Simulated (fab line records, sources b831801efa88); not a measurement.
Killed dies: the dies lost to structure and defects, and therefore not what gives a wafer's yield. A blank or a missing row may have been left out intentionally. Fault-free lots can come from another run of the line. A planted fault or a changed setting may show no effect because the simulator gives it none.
Split-lot study / flow sfqLine / 5 lots, 23 wafers read, on a route of 325 steps

## SPLIT DETAILS
At SFQ_TRILAYER_I6_VIA_LITHO_COAT_174 (resist thk 62 nm), the setting resistThkNm was moved away from the recipe's 62 nm on 6 of the 23 wafers read, by -5.0% to +5.2%. The other wafers ran this setting at the recipe's value.

## FROM THE SPLIT TO THE READING: what the file shows between them, 3 steps
- SFQ_TRILAYER_I6_VIA_LITHO_COAT_169: resist thk 650 nm
- SFQ_TRILAYER_I6_VIA_LITHO_SOFTBAKE_173
- SFQ_TRILAYER_I6_VIA_LITHO_DEVELOP_171: time 60 s

## THE READING
oesProductAu, in a.u., at SFQ_TRILAYER_I6_VIA_BARC_OPEN_VIA_ETCH_235 (etches BARC in O2, target depth 125 nm, time 41.7 s). A value of 0.684 a.u. with a standard deviation of 0.0048 a.u. is what fault-free wafers of this fab line usually give.

wafer=L074.2; tool, chamber at the split=lithoTrack-04, 0; resistThkNm as run, nm=62; against the recipe=recipe; oesProductAu, a.u.=0.686; against lot-mates on the recipe=-
wafer=L074.3; tool, chamber at the split=lithoTrack-04, 0; resistThkNm as run, nm=62; against the recipe=recipe; oesProductAu, a.u.=0.680; against lot-mates on the recipe=-
wafer=L074.4; tool, chamber at the split=lithoTrack-04, 0; resistThkNm as run, nm=62; against the recipe=recipe; oesProductAu, a.u.=0.678; against lot-mates on the recipe=-
wafer=L074.5; tool, chamber at the split=lithoTrack-04, 0; resistThkNm as run, nm=58.91; against the recipe=-5.0%; oesProductAu, a.u.=0.673; against lot-mates on the recipe=-0.008
wafer=L074.6; tool, chamber at the split=lithoTrack-04, 0; resistThkNm as run, nm=58.91; against the recipe=-5.0%; oesProductAu, a.u.=0.667; against lot-mates on the recipe=-0.014
wafer=L076.1; tool, chamber at the split=lithoTrack-04, 0; resistThkNm as run, nm=62; against the recipe=recipe; oesProductAu, a.u.=0.687; against lot-mates on the recipe=-
wafer=L076.2; tool, chamber at the split=lithoTrack-04, 0; resistThkNm as run, nm=65.23; against the recipe=+5.2%; oesProductAu, a.u.=0.701; against lot-mates on the recipe=+0.017
wafer=L076.3; tool, chamber at the split=lithoTrack-04, 0; resistThkNm as run, nm=62; against the recipe=recipe; oesProductAu, a.u.=0.683; against lot-mates on the recipe=-
wafer=L076.4; tool, chamber at the split=lithoTrack-04, 0; resistThkNm as run, nm=62; against the recipe=recipe; oesProductAu, a.u.=0.683; against lot-mates on the recipe=-
wafer=L076.6; tool, chamber at the split=lithoTrack-04, 0; resistThkNm as run, nm=65.23; against the recipe=+5.2%; oesProductAu, a.u.=0.702; against lot-mates on the recipe=+0.018
wafer=L077.2; tool, chamber at the split=lithoTrack-02, 0; resistThkNm as run, nm=62; against the recipe=recipe; oesProductAu, a.u.=0.686; against lot-mates on the recipe=-
wafer=L077.3; tool, chamber at the split=lithoTrack-02, 0; resistThkNm as run, nm=62; against the recipe=recipe; oesProductAu, a.u.=0.686; against lot-mates on the recipe=-
wafer=L077.4; tool, chamber at the split=lithoTrack-02, 0; resistThkNm as run, nm=62; against the recipe=recipe; oesProductAu, a.u.=0.680; against lot-mates on the recipe=-
wafer=L077.5; tool, chamber at the split=lithoTrack-02, 0; resistThkNm as run, nm=62; against the recipe=recipe; oesProductAu, a.u.=0.684; against lot-mates on the recipe=-
wafer=L077.6; tool, chamber at the split=lithoTrack-02, 0; resistThkNm as run, nm=62; against the recipe=recipe; oesProductAu, a.u.=0.685; against lot-mates on the recipe=-
wafer=L079.1; tool, chamber at the split=lithoTrack-02, 0; resistThkNm as run, nm=64.72; against the recipe=+4.4%; oesProductAu, a.u.=0.691; against lot-mates on the recipe=+0.007
wafer=L079.3; tool, chamber at the split=lithoTrack-02, 0; resistThkNm as run, nm=62; against the recipe=recipe; oesProductAu, a.u.=0.689; against lot-mates on the recipe=-
wafer=L079.4; tool, chamber at the split=lithoTrack-02, 0; resistThkNm as run, nm=64.72; against the recipe=+4.4%; oesProductAu, a.u.=0.695; against lot-mates on the recipe=+0.011
wafer=L079.5; tool, chamber at the split=lithoTrack-02, 0; resistThkNm as run, nm=62; against the recipe=recipe; oesProductAu, a.u.=0.680; against lot-mates on the recipe=-
wafer=L079.6; tool, chamber at the split=lithoTrack-02, 0; resistThkNm as run, nm=62; against the recipe=recipe; oesProductAu, a.u.=0.684; against lot-mates on the recipe=-
wafer=L083.1; tool, chamber at the split=lithoTrack-04, 0; resistThkNm as run, nm=62; against the recipe=recipe; oesProductAu, a.u.=0.679; against lot-mates on the recipe=-
wafer=L083.2; tool, chamber at the split=lithoTrack-04, 0; resistThkNm as run, nm=62; against the recipe=recipe; oesProductAu, a.u.=0.676; against lot-mates on the recipe=-
wafer=L083.6; tool, chamber at the split=lithoTrack-04, 0; resistThkNm as run, nm=62; against the recipe=recipe; oesProductAu, a.u.=0.682; against lot-mates on the recipe=-

FIT RESULTS
A straight line over all 23 wafers: oesProductAu changes by +0.00287 a.u. for each +1% of resistThkNm; r = +0.90; the points scatter about the line by 0.0036 a.u.
The same after taking each lot's own level away (the mean of its wafers on the recipe; 23 wafers): +0.00257 a.u. for each +1%; r = +0.91; scatter 0.0031 a.u.
Per that fit: largest resistThkNm move, reading shift of 0.013 a.u.
The lots' own levels span 0.6790 to 0.6843 a.u., that is 1.1 times the standard deviation above.
Thus the slope moves with the lot-to-lot level: the two fits are different.
Check: +0.0128 a.u. against its lot-mates is what the line predicts for one of the wafers moved furthest among these (+5.2%) when that wafer is left out of the fit. Against them it came out at +0.0167 a.u.

## OTHER SPLITS APPLIED TO THESE WAFERS
Other splits were also applied to these wafers ahead of the reading. Each is held against what the fit with the lots' levels taken away leaves over:
other split on the same wafers=SFQ_TRILAYER_M6_LITHO_COAT_164 resistThkNm; wafers away from the commonest value=10; r with oesProductAu (lot level and that fit taken away)=+0.02
other split on the same wafers=SFQ_TRILAYER_M6_LITHO_PEB_162 pebTempC; wafers away from the commonest value=11; r with oesProductAu (lot level and that fit taken away)=+0.13

## THE WHOLE CHAIN: every reading that the file lists as answering this split, in the file's order
step=SFQ_TRILAYER_I6_VIA_LITHO_COAT_174; what it does=resist thk 62 nm; reading=BARC_of_TRILAYER_I6_VIA_LITHO_COAT_174.thkNm (the simulator's own value, which no gauge read); change (the file's fit)=+0.598 nm for each +1% of the setting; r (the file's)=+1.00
step=SFQ_TRILAYER_I6_VIA_BARC_OPEN_VIA_ETCH_235; what it does=etches BARC in O2, target depth 125 nm, time 41.7 s; reading=oesProductAu; change (the file's fit)=+0.00259 a.u. for each +1% of the setting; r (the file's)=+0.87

## THE FILE'S OWN FIT
oesProductAu changes by +0.00259 a.u. for each +1% of resistThkNm, r = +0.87.
